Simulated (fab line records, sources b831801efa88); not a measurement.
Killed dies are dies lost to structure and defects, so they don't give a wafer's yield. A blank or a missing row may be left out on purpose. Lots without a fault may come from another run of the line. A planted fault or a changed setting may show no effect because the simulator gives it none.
Chamber matching | flow sky130 | SKY_VIA1_CMP_02 on cmp-02: 4 sister chambers
The step polishes SiO2. 16 wafers are shown with their chamber, then 8 later ones without.

WAFERS WITH THEIR CHAMBER
wafer  | chamber | motor_current_A (A) | slurry_filter_dp_kPa (kPa) | edge_zone_pressure_frac
L997.2 | 2       | 11.7                | 13.24                      | 0.988
L997.3 | 1       | 12.5                | 13.45                      | 1.000
L997.6 | 3       | 11.8                | 13.36                      | 1.007
L998.1 | 0       | 13.4                | 13.47                      | 1.002
L998.3 | 2       | 11.2                | 13.87                      | 1.003
L998.6 | 0       | 13.0                | 13.44                      | 1.001
L999.1 | 0       | 13.3                | 13.43                      | 0.996
L999.3 | 1       | 13.5                | 13.46                      | 1.005
L999.6 | 1       | 12.6                | 13.47                      | 1.006
L102.2 | 3       | 12.2                | 13.22                      | 1.000
L102.3 | 1       | 13.1                | 13.31                      | 1.006
L102.4 | 0       | 13.0                | 13.55                      | 1.008
L112.1 | 0       | 12.9                | 13.61                      | 0.993
L112.3 | 2       | 11.5                | 13.64                      | 1.000
L112.5 | 3       | 12.0                | 13.45                      | 0.998
L114.3 | 0       | 12.8                | 13.55                      | 1.005

SIGNATURES (means of the wafers above)
reading                 | chamber 0 | chamber 1 | chamber 2 | chamber 3 | scatter within a chamber
motor_current_A         | 13.067    | 12.925    | 11.467    | 12.000    | 0.307
slurry_filter_dp_kPa    | 13.5083   | 13.4225   | 13.5833   | 13.3433   | 0.151
edge_zone_pressure_frac | 1.00083   | 1.00425   | 0.99700   | 1.00167   | 0.0054
Rule: a wafer's distance from a chamber is the root of the sum, over the readings, of the square of ((its reading less the chamber's mean) divided by the reading's scatter). The wafer belongs to the nearest chamber; if the next one is less than 2 further off, it can't be placed. The scatter: the root of (the sum of the squares of (reading less its chamber's mean) over the shown wafers, divided by (wafers less chambers)).

WAFERS WITHOUT THEIR CHAMBER
wafer  | motor_current_A (A) | slurry_filter_dp_kPa (kPa) | edge_zone_pressure_frac
L114.4 | 11.6                | 13.77                      | 1.002
L114.6 | 12.0                | 13.63                      | 1.008
L117.3 | 12.9                | 13.59                      | 0.992
L117.5 | 11.5                | 13.52                      | 1.002
L117.6 | 12.9                | 13.66                      | 0.990
L118.2 | 13.0                | 13.38                      | 0.998
L118.4 | 11.3                | 13.57                      | 1.002
L118.6 | 13.0                | 13.86                      | 0.992

WHICH CHAMBER EACH WENT THROUGH
wafer  | from the rows above               | in truth
L114.4 | can't be placed: 2 or 3           | 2
L114.6 | can't be placed: 3 or 2 or 1 or 0 | 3
L117.3 | can't be placed: 0 or 1           | 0
L117.5 | can't be placed: 2 or 3           | 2
L117.6 | can't be placed: 0 or 1 or 3      | 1
L118.2 | can't be placed: 0 or 1           | 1
L118.4 | can't be placed: 2 or 3           | 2
L118.6 | can't be placed: 0 or 1           | 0
Placed correctly: 0 of 8. Can't be placed from these rows: 8 (the true chamber is among the candidates in 8). Placed wrongly: 0.
